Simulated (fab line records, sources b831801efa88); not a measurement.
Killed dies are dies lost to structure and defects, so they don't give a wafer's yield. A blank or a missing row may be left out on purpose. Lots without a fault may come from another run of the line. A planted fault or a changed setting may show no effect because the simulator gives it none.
A struck lot beside a sound one | flow sfq_line | 42 steps out of a route of 325
Sound: wafers L526.2, L526.5, L526.6. Struck: wafers L530.1, L530.3, L530.4. The cause comes at the end.
At each step with rows: each side's tool, then ch and its chambers, then its first start. Under that, the readings that differ: sound wafers | struck wafers | difference of the means | sigmas: that difference in standard deviations of wafers without a fault.
alike: readings whose means differ by less than 2 such deviations, and words and numbers that are the same on both sides. not compared: withheld readings, readings that some wafer has no value for, bounds like >300 that may hide the same value, and numbers for which the record gives no deviation and whose values overlap.
The two part at a step that has a row with sigmas, a row that says differs or no value, or rows on one side only. Numbers that don't overlap but have no deviation are shown without sigmas and don't part them. A reading that every wafer of one side lacks parts them only if that side has two wafers or more.

first, 6 steps without rows for these wafers: SFQ_TRILAYER_I0_VIA_LITHO_COAT_036 (resist thk 62 nm); SFQ_TRILAYER_I0_VIA_LITHO_COAT_031 (resist thk 650 nm); SFQ_TRILAYER_I0_VIA_LITHO_SOFTBAKE_035; SFQ_TRILAYER_I0_VIA_LITHO_EXPOSE_032 (exposes mask I0, target cd 500 nm); SFQ_TRILAYER_I0_VIA_LITHO_PEB_034 (peb time 60 s); SFQ_TRILAYER_I0_VIA_LITHO_DEVELOP_033 (time 60 s).
SFQ_I0_OVL_MEAS_908:
  sound on overlay-02, day 15 01:28; struck on overlay-01, day 16 06:13
  reading     | sound      | struck | difference | sigmas
  I0_OVL (nm) | -11 -16 -9 | -1 5 1 | +14        | +3
then, 1 step without rows for these wafers: SFQ_TRILAYER_I0_VIA_BARC_OPEN_VIA_ETCH_046 (etches BARC in O2, target depth 125 nm, time 41.7 s).
SFQ_TRILAYER_I0_VIA_ETCH_VIA_ETCH_034: etches SiO2 in CHF3, stops on Nb, target depth 260 nm.
  sound on rie_diel-03 ch 0,3, day 15 01:32; struck on rie_diel-03 ch 0,1,3, day 16 06:17
  alike: drypump_motor_current_A, oes_product_au
SFQ_TRILAYER_I0_VIA_STRIP_STRIP_035: strips in O2.
  sound on rie_metal-03 ch 0,1, day 15 01:39; struck on rie_metal-03 ch 0,1, day 16 06:24
  reading               | sound             | struck            | difference | sigmas
  oes_product_au (a.u.) | 0.989 0.996 0.988 | 1.010 1.010 1.009 | +0.019     | +2
  alike: drypump_motor_current_A
  not compared: rf_hours_counter_h
then, 2 steps without rows for these wafers: SFQ_TRILAYER_I0_VIA_STRIP_SOLV_CLEAN_036 (cleans in NMP, time 600 s); SFQ_TRILAYER_M1_DEP_PRE_CLEAN_038 (time 22.5 s).
SFQ_TRILAYER_M1_DEP_SPUTTER_037: material Nb, target thk 200 nm, time 133.3 s.
  sound on pvd_sputter-03, day 15 02:38; struck on pvd_sputter-03, day 16 07:12
  reading                                             | sound                | struck               | difference | sigmas
  cathode_dc_power_W (W)                              | 2000.1 2000.0 1999.8 | 2231.0 2230.2 2230.3 | +230.5     | +99 or more
  model.Nb_of_TRILAYER_M1_DEP_SPUTTER_037.thk_nm (nm) | 199.3 201.2 197.7    | 225.1 225.4 222.9    | +25.1      |
  alike: throttle_valve_pct
SFQ_M1_RS_MEAS_909: measures by four-point-probe.
  sound on film_metro-01, day 15 02:44; struck on film_metro-01, day 16 07:17
  reading           | sound             | struck            | difference | sigmas
  M1_NB_RS (ohm/sq) | 0.893 0.884 0.899 | 0.788 0.788 0.797 | -0.101     | -10
then, 6 steps without rows for these wafers: SFQ_TRILAYER_M1_LITHO_COAT_044 (resist thk 62 nm); SFQ_TRILAYER_M1_LITHO_COAT_039 (resist thk 600 nm); SFQ_TRILAYER_M1_LITHO_SOFTBAKE_043; SFQ_TRILAYER_M1_LITHO_EXPOSE_040 (exposes mask M1, target cd 500 nm); SFQ_TRILAYER_M1_LITHO_PEB_042 (peb time 60 s); SFQ_TRILAYER_M1_LITHO_DEVELOP_041 (time 60 s).
SFQ_M1_OVL_MEAS_911:
  sound on overlay-01, day 15 16:55; struck on overlay-02, day 17 04:07
  alike: M1_OVL
then, 1 step without rows for these wafers: SFQ_TRILAYER_M1_BARC_OPEN_METAL_ETCH_054 (etches BARC in O2, target depth 125 nm, time 41.7 s).
SFQ_TRILAYER_M1_ETCH_METAL_ETCH_042: etches Nb in Cl2/Ar, stops on SiO2, target depth 240 nm, time 120 s.
  sound on rie_metal-04 ch 0,1, day 15 17:00; struck on rie_metal-02 ch 0,1, day 17 04:24
  reading               | sound             | struck            | difference | sigmas
  oes_product_au (a.u.) | 0.889 0.897 0.889 | 0.965 0.963 0.950 | +0.068     | +10
  alike: drypump_motor_current_A
  not compared: rf_hours_counter_h
then, 2 steps without rows for these wafers: SFQ_TRILAYER_M1_STRIP_STRIP_043 (strips in O2); SFQ_TRILAYER_M1_STRIP_SOLV_CLEAN_044 (cleans in NMP, time 600 s).
SFQ_TRILAYER_I1_DEP_PECVD_045: deposits SiO2 from SiH4/N2O, time 111.11 s, target thk 500 nm.
  sound on pecvd-02 ch 1,2, day 15 17:54; struck on pecvd-01 ch 0,2, day 17 05:20
  alike: chamber_pressure_Torr, heater_power_w, throttle_valve_pct
SFQ_TRILAYER_I1_CMP_CMP_046: polishes SiO2.
  sound on cmp-01 ch 1,2, day 15 19:35; struck on cmp-02 ch 1,2,3, day 17 05:55
  alike: motor_current_A, time_to_endpoint_s
SFQ_I1_BOW_MEAS_912:
  sound on film_metro-03, day 15 22:36; struck on film_metro-03, day 17 08:25
  alike: I1_BOW
SFQ_TRILAYER_I1_METRO_MEASURE_047:
  sound on film_metro-03, day 15 22:54; struck on film_metro-03, day 17 08:32
  alike: thk_nm
then, 6 steps without rows for these wafers: SFQ_TRILAYER_I1_VIA_LITHO_COAT_054 (resist thk 62 nm); SFQ_TRILAYER_I1_VIA_LITHO_COAT_049 (resist thk 650 nm); SFQ_TRILAYER_I1_VIA_LITHO_SOFTBAKE_053; SFQ_TRILAYER_I1_VIA_LITHO_EXPOSE_050 (exposes mask I1, target cd 500 nm); SFQ_TRILAYER_I1_VIA_LITHO_PEB_052 (peb time 60 s); SFQ_TRILAYER_I1_VIA_LITHO_DEVELOP_051 (time 60 s).
-- the record jumps here: 6 days lie between the struck wafers' starts before and after --
SFQ_I1_OVL_MEAS_913:
  sound on overlay-01, day 22 08:49; struck on overlay-02, day 23 13:11
  alike: I1_OVL
then, 5 steps without rows for these wafers: SFQ_TRILAYER_I1_VIA_BARC_OPEN_VIA_ETCH_071 (etches BARC in O2, target depth 125 nm, time 41.7 s); SFQ_TRILAYER_I1_VIA_ETCH_VIA_ETCH_052 (etches SiO2 in CHF3, stops on Nb, target depth 260 nm); SFQ_TRILAYER_I1_VIA_STRIP_STRIP_053 (strips in O2); SFQ_TRILAYER_I1_VIA_STRIP_SOLV_CLEAN_054 (cleans in NMP, time 600 s); SFQ_TRILAYER_M2_DEP_PRE_CLEAN_056 (time 22.5 s).
-- the record jumps here: 68 days lie between the struck wafers' starts before and after --
SFQ_M8_BOW_MEAS_951:
  sound on film_metro-02, day 90 02:53; struck on film_metro-02, day 91 18:38
  reading                 | sound                | struck               | difference | sigmas
  model.etest.m1.ohm_um   | 1.78 1.759 1.803     | 1.586 1.579 1.6      | -0.192     |
  model.etest.i0.link_ohm | 1.965 1.971 1.987    | 1.837 1.833 1.851    | -0.134     |
  model.etest.m1.ohm_sq   | 0.8926 0.8842 0.8997 | 0.7901 0.7891 0.7978 | -0.0998    |
  model.etest.i1.link_ohm | 1.965 1.948 1.973    | 1.876 1.854 1.874    | -0.094     |
  alike: M8_BOW

WHERE THEY PART
First at SFQ_I0_OVL_MEAS_908; last, within this record, at SFQ_TRILAYER_M1_ETCH_METAL_ETCH_042. Later steps at which nothing parts them and some readings are alike: SFQ_TRILAYER_I1_DEP_PECVD_045, SFQ_TRILAYER_I1_CMP_CMP_046, SFQ_I1_BOW_MEAS_912, SFQ_TRILAYER_I1_METRO_MEASURE_047, SFQ_I1_OVL_MEAS_913, SFQ_M8_BOW_MEAS_951.

WHY: what the simulator had put in
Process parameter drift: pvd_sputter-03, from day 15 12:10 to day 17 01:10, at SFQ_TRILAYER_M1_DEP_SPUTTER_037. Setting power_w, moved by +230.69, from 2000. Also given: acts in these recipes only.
